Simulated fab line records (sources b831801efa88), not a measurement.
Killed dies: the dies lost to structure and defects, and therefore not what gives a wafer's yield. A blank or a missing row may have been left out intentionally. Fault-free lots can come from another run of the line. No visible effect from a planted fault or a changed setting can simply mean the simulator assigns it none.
8D (eight disciplines) problem report, filled in by code	flow sky130	the parts of the form that need people (team, actions taken, sign-off) are left out

1. PROBLEM STATEMENT
METAL1_ALCU_RS at SKY_METAL1_RS_MEAS_05 reads a mean of 0.1352 ohm/sq on 1 wafer of 1 lot; wafers without a fault read 0.1272 ohm/sq with a standard deviation of 0.0015. That puts it +5.3 standard deviations away from the usual mean.
The step: measures by four-point-probe.
The first sign was on wafer L934.6 at day 37 06:12, on film_metro-03. At this step, 32 wafers from 11 lots have a number in the record. Rule for "out", or "out of limits": more than 4 standard deviations from the usual mean. The rest of the wafers with a number are treated as sound.

2. WHAT IT IS, WHAT IT ISN'T
question	is	is not
which readings at this step	METAL1_ALCU_RS	-
which lots	L934	L921, L922, L923, L926, L927, L928, L929, L930, L940, L941
which wafers of those lots	L934.6	L934.2
read on which gauges	film_metro-03	film_metro-02, film_metro-04
when	from day 37 06:12	up to then (25 sound wafers); but 6 sound wafers of L940, L941 came after

3. THE SUSPECTS, EACH WITH WHAT RULES IT OUT
Counting: any tool at a process step up to the reading remains a suspect provided it ran every lot that is out. Sound lots after the first of them don't rule it out here, since some wafers of a struck lot are sound.
- the gauge at SKY_METAL1_RS_MEAS_05: kept. All the wafers that are out were read on film_metro-03, and no step on other tools shows them out.
- plasma_asher-04 at SKY_VT_ADJUST_LVTN_STRIP_20 (strips in O2/N2): kept. The lot that is out, L934, ran on it at day 12 08:23; the last sound lot it ran before that was L930, at day 11 05:34.
- pvd_sputter-03 at SKY_METAL1_SPUTTER_02 (material AlCu, target thk 250 nm, time 13.3 s): kept. The lot that is out, L934, ran on it at day 37 06:05; the last sound lot it ran before that was L930, at day 35 20:38.
plasma_asher-04 at SKY_VT_ADJUST_LVTN_STRIP_20, pvd_sputter-03 at SKY_METAL1_SPUTTER_02 and film_metro-03 at SKY_METAL1_RS_MEAS_05 are what is left after counting.

4. THE CAUSE (what the simulator had put in)
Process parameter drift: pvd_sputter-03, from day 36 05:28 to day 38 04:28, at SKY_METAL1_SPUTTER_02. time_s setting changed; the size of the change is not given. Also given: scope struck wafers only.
Counting left 3 suspects, and this tool is among them.

5. SEQUENCE OF EFFECTS, ordered by route
Each row: a reading where the mean over the struck wafers with a number is more than 3 standard deviations away from the usual. Only readings whose record carries a usual standard deviation are examined. hours: median over the lots of the time between each lot's start at the first step of this table that gives one and its start at this step. sigmas: the change, counted in usual standard deviations.
hours	step	reading	usual	on struck wafers	change	sigmas
0	SKY_METAL1_RS_MEAS_05	METAL1_ALCU_RS	0.1272 ohm/sq	0.1352	+0.0080	+5.3
2	SKY_METAL1_THK_MEAS_06	METAL1_ALCU_THK	248 nm	235	-13	-3.9

6. WHAT WOULD HAVE CAUGHT IT SOONER
25 hours passed between the start of the fault at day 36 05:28 and the first reading out of limits at a measuring or inspecting step in this record, taken at day 37 06:12.
An alarm limit of 4 standard deviations would not have fired on the tool readings at SKY_METAL1_SPUTTER_02 for which the record gives a usual standard deviation, since none of them was out on any struck wafer.
All the lots that are out (1) had begun SKY_METAL1_SPUTTER_02 on pvd_sputter-03 by day 37 06:12. None of them would have been spared by holding the tool at that moment.
